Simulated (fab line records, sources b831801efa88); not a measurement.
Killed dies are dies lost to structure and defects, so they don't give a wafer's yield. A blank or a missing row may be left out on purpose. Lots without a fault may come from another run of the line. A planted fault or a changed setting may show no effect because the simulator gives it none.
A struck lot beside a sound one | flow sfq_line | 42 steps out of a route of 325
Sound: wafers L356.2, L356.5, L356.6. Struck: wafers L358.1, L358.2, L358.5. The cause comes at the end.
At each step with rows: each side's tool, then ch and its chambers, then its first start. Under that, the readings that differ: sound wafers | struck wafers | difference of the means | sigmas: that difference in standard deviations of wafers without a fault.
alike: readings whose means differ by less than 2 such deviations, and words and numbers that are the same on both sides. not compared: withheld readings, readings that some wafer has no value for, bounds like >300 that may hide the same value, and numbers for which the record gives no deviation and whose values overlap.
The two part at a step that has a row with sigmas, a row that says differs or no value, or rows on one side only. Numbers that don't overlap but have no deviation are shown without sigmas and don't part them. A reading that every wafer of one side lacks parts them only if that side has two wafers or more.

first, 3 steps without rows for these wafers: SFQ_TRILAYER_L0_ETCH_METAL_ETCH_008 (etches MoNx KI in SF6/O2, stops on SiO2, target depth 50 nm, time 25 s); SFQ_TRILAYER_L0_STRIP_STRIP_009 (strips in O2); SFQ_TRILAYER_L0_STRIP_SOLV_CLEAN_010 (cleans in NMP, time 600 s).
SFQ_TRILAYER_L0_CAP_PECVD_011: deposits SiO2 from SiH4/N2O, time 13.333 s, target thk 60 nm.
  sound on pecvd-04 ch 1,2, day 7 03:38; struck on pecvd-03 ch 0,2, day 7 19:21
  alike: heater_power_w, throttle_valve_pct
then, 6 steps without rows for these wafers: SFQ_TRILAYER_L0_VIA_LITHO_COAT_018 (resist thk 62 nm); SFQ_TRILAYER_L0_VIA_LITHO_COAT_013 (resist thk 650 nm); SFQ_TRILAYER_L0_VIA_LITHO_SOFTBAKE_017; SFQ_TRILAYER_L0_VIA_LITHO_EXPOSE_014 (exposes mask L0V, target cd 700 nm); SFQ_TRILAYER_L0_VIA_LITHO_PEB_016 (peb time 60 s); SFQ_TRILAYER_L0_VIA_LITHO_DEVELOP_015 (time 60 s).
-- the record jumps here: 4 days lie between the struck wafers' starts before and after --
SFQ_L0V_OVL_MEAS_903:
  sound on overlay-01, day 11 11:04; struck on overlay-02, day 12 01:28
  alike: L0V_OVL
then, 1 step without rows for these wafers: SFQ_TRILAYER_L0_VIA_BARC_OPEN_VIA_ETCH_021 (etches BARC in O2, target depth 125 nm, time 41.7 s).
SFQ_TRILAYER_L0_VIA_ETCH_VIA_ETCH_016: etches SiO2 in CHF3, stops on MoNx KI, target depth 80 nm.
  sound on rie_diel-02 ch 0,3, day 11 11:08; struck on rie_diel-02 ch 1,3, day 12 01:32
  no value came back on the struck wafers for bias_w (W), chamber_pressure_mTorr (mTorr), drypump_motor_current_A (A), oes_product_au (a.u.); on the sound wafers bias_w (W) reads 79.86 80.11 79.88
  reading                                                 | sound           | struck            | difference | sigmas
  model.KrF_of_TRILAYER_L0_VIA_LITHO_COAT_013.thk_nm (nm) | 565 560.2 562.2 | 574.4 573.2 573.6 | +11.3      |
SFQ_TRILAYER_L0_VIA_STRIP_STRIP_017: strips in O2.
  sound on rie_metal-02 ch 0,1, day 11 11:11; struck on rie_metal-03 ch 0,1, day 12 01:35
  alike: drypump_motor_current_A, oes_product_au, platen_temp_c
  not compared: rf_hours_counter_h
then, 3 steps without rows for these wafers: SFQ_TRILAYER_L0_VIA_STRIP_SOLV_CLEAN_018 (cleans in NMP, time 600 s); SFQ_TRILAYER_M0_DEP_PRE_CLEAN_020 (time 15 s); SFQ_TRILAYER_M0_DEP_SPUTTER_019 (material Nb, target thk 200 nm, time 133.3 s).
SFQ_M0_RS_MEAS_904: measures by four-point-probe.
  sound on film_metro-03, day 11 12:06; struck on film_metro-04, day 12 02:30
  alike: M0_NB_RS
then, 6 steps without rows for these wafers: SFQ_TRILAYER_M0_LITHO_COAT_026 (resist thk 62 nm); SFQ_TRILAYER_M0_LITHO_COAT_021 (resist thk 600 nm); SFQ_TRILAYER_M0_LITHO_SOFTBAKE_025; SFQ_TRILAYER_M0_LITHO_EXPOSE_022 (exposes mask M0, target cd 500 nm); SFQ_TRILAYER_M0_LITHO_PEB_024 (peb time 60 s); SFQ_TRILAYER_M0_LITHO_DEVELOP_023 (time 60 s).
-- the record jumps here: 5 days lie between the struck wafers' starts before and after --
SFQ_M0_OVL_MEAS_906:
  sound on overlay-01, day 16 07:07; struck on overlay-01, day 17 01:07
  alike: M0_OVL
then, 2 steps without rows for these wafers: SFQ_TRILAYER_M0_BARC_OPEN_METAL_ETCH_031 (etches BARC in O2, target depth 125 nm, time 41.7 s); SFQ_TRILAYER_M0_ETCH_METAL_ETCH_024 (etches Nb in Cl2/Ar, stops on SiO2, target depth 240 nm, time 120 s).
SFQ_TRILAYER_M0_STRIP_STRIP_025: strips in O2.
  sound on rie_metal-01 ch 0,1, day 16 07:20; struck on rie_metal-01 ch 0,1, day 17 01:20
  alike: drypump_motor_current_A, oes_product_au, platen_temp_c
  not compared: rf_hours_counter_h
then, 2 steps without rows for these wafers: SFQ_TRILAYER_M0_STRIP_SOLV_CLEAN_026 (cleans in NMP, time 600 s); SFQ_TRILAYER_I0_DEP_PECVD_027 (deposits SiO2 from SiH4/N2O, time 111.11 s, target thk 500 nm).
SFQ_TRILAYER_I0_CMP_CMP_028: polishes SiO2.
  sound on cmp-01 ch 0,1, day 16 08:12; struck on cmp-02 ch 0,1, day 17 02:11
  alike: motor_current_A, time_to_endpoint_s
SFQ_I0_BOW_MEAS_907:
  sound on film_metro-02, day 16 11:13; struck on film_metro-02, day 17 05:11
  alike: I0_BOW
SFQ_TRILAYER_I0_METRO_MEASURE_029:
  sound on film_metro-02, day 16 11:31; struck on film_metro-02, day 17 05:19
  alike: thk_nm
then, 6 steps without rows for these wafers: SFQ_TRILAYER_I0_VIA_LITHO_COAT_036 (resist thk 62 nm); SFQ_TRILAYER_I0_VIA_LITHO_COAT_031 (resist thk 650 nm); SFQ_TRILAYER_I0_VIA_LITHO_SOFTBAKE_035; SFQ_TRILAYER_I0_VIA_LITHO_EXPOSE_032 (exposes mask I0, target cd 500 nm); SFQ_TRILAYER_I0_VIA_LITHO_PEB_034 (peb time 60 s); SFQ_TRILAYER_I0_VIA_LITHO_DEVELOP_033 (time 60 s).
SFQ_I0_OVL_MEAS_908:
  sound on overlay-01, day 16 14:47; struck on overlay-02, day 17 08:46
  alike: I0_OVL
then, 1 step without rows for these wafers: SFQ_TRILAYER_I0_VIA_BARC_OPEN_VIA_ETCH_046 (etches BARC in O2, target depth 125 nm, time 41.7 s).
-- the record jumps here: 75 days lie between the struck wafers' starts before and after --
SFQ_M8_BOW_MEAS_951:
  sound on film_metro-04, day 91 19:37; struck on film_metro-04, day 92 04:37
  reading                  | sound             | struck            | difference | sigmas
  model.etest.l0v.link_ohm | 44.21 44.37 44.67 | 1e+06 1e+06 1e+06 | +1e+06     |
  alike: M8_BOW

WHERE THEY PART
Only at SFQ_TRILAYER_L0_VIA_ETCH_VIA_ETCH_016, within this record. Later steps at which nothing parts them and some readings are alike: SFQ_TRILAYER_L0_VIA_STRIP_STRIP_017, SFQ_M0_RS_MEAS_904, SFQ_M0_OVL_MEAS_906, SFQ_TRILAYER_M0_STRIP_STRIP_025, SFQ_TRILAYER_I0_CMP_CMP_028, SFQ_I0_BOW_MEAS_907, SFQ_TRILAYER_I0_METRO_MEASURE_029, SFQ_I0_OVL_MEAS_908, SFQ_M8_BOW_MEAS_951.

WHY: what the simulator had put in
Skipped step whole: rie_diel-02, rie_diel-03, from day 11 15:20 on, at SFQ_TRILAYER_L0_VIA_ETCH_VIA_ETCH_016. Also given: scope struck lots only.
